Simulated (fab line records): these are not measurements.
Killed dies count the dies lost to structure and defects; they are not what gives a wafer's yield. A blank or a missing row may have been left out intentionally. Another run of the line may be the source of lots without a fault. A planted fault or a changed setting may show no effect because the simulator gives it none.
Which tool is to blame?	flow sky130	route of 708 steps, sampled at 1 step: 12 lots, 36 wafers

WHAT THE GAUGES READ, wafer by wafer
SKY_FIELD_ISO_BOW_MEAS_00.
lot	measured	on	INCOMING_BOW (um)
L075	day 1 15:00	film_metro-01	6 3 2
L077	day 2 01:04	film_metro-03	0 0 -2
L079	day 2 11:00	film_metro-01	11 8 0
L081	day 2 21:00	film_metro-03	8 0 -6
L083	day 3 07:00	film_metro-03	1 -6 10
L085	day 3 17:00	film_metro-03	5 7 13
L087	day 4 03:04	film_metro-02	-7 4 0
L089	day 4 13:00	film_metro-02	4 4 -3
L091	day 4 23:02	film_metro-02	1 1 4
L093	day 5 09:00	film_metro-02	6 -2 3
L095	day 5 19:01	film_metro-02	13 -4 -1
L097	day 6 05:00	film_metro-03	1 -3 8

WHAT TOOL EACH LOT RAN ON (gives the tool, then ch and the chambers of the sampled wafers, and finally the start)
Record: no process step prior to these readings.

THE ANSWER, worked out from the rows above alone
Rule: the usual values come from the lots themselves. The widest of any qualifying gaps counts: lots, ordered by their means at a reading, are off when they make up no more than a third of the lots, leave a main group of 4 or more, and stand apart from it by 3 or more times the standard deviation of that group's means. The tables above print the reading to a certain number of digits; a main group whose means all agree to those digits is not used. A lot without any number at a reading at which 4 lots or more have one is off too. Where the step has rows for the other lots, those lots are counted as sound.
None of the lots is off at any reading shown; this tells nothing.

WHAT HAD BEEN PUT IN BY THE SIMULATOR
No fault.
